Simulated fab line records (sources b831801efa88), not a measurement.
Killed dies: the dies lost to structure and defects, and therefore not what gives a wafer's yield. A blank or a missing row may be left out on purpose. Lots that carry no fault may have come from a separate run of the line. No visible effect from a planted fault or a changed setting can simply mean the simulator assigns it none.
What tool caused it? ; flow gf180mcu ; 18 wafers from 6 lots sampled at 2 of the route's 602 steps

## WHAT EACH GAUGE READ, for each wafer
GF_NSD_CD_MEAS_07 targets a cd of 400 nm.
lot;measured;on;cd_nm (nm)
L347;day 13 16:49;cd_sem-02;397.5 398.1 396.2
L357;day 17 01:03;cd_sem-02;397.4 398.2 398.1
L362;day 19 01:09;cd_sem-01;398.4 399.3 398.3
L364;day 19 12:52;cd_sem-01;399.5 402.6 399.0
L366;day 20 04:10;cd_sem-01;401.8 403.3 401.5
L368;day 20 22:04;cd_sem-01;402.2 400.4 403.5

## WHICH TOOL RAN EACH LOT (tool, then ch and the chambers of the sampled wafers, then the start)
lot;GF_NSD_EXPOSE_04
L347;iline_stepper-01 ch 0, day 13 07:28
L357;iline_stepper-02 ch 0, day 16 13:46
L362;iline_stepper-02 ch 0, day 18 13:05
L364;iline_stepper-01 ch 0, day 19 01:20
L366;iline_stepper-02 ch 0, day 19 15:39
L368;iline_stepper-01 ch 0, day 20 09:50
- GF_NSD_EXPOSE_04: exposes mask Nplus, target cd 400 nm.

## THE ANSWER, worked out from the rows above alone
Rule: usual is defined by the lots themselves. The widest of any qualifying gaps counts: lots, ordered by their means at a reading, are off when they make up no more than a third of the lots, leave a main group of 4 or more, and stand apart from it by 3 or more times the standard deviation of that group's means. Not used: any main group whose means are identical at the precision the tables above print for the reading. Also off: a lot with no number at a reading for which 4 or more lots have one. Where the step has rows for the other lots, those lots are counted as sound.
No lot is off on any of the readings shown, so nothing can be concluded from this.

## WHAT THE SIMULATOR HAD PUT IN
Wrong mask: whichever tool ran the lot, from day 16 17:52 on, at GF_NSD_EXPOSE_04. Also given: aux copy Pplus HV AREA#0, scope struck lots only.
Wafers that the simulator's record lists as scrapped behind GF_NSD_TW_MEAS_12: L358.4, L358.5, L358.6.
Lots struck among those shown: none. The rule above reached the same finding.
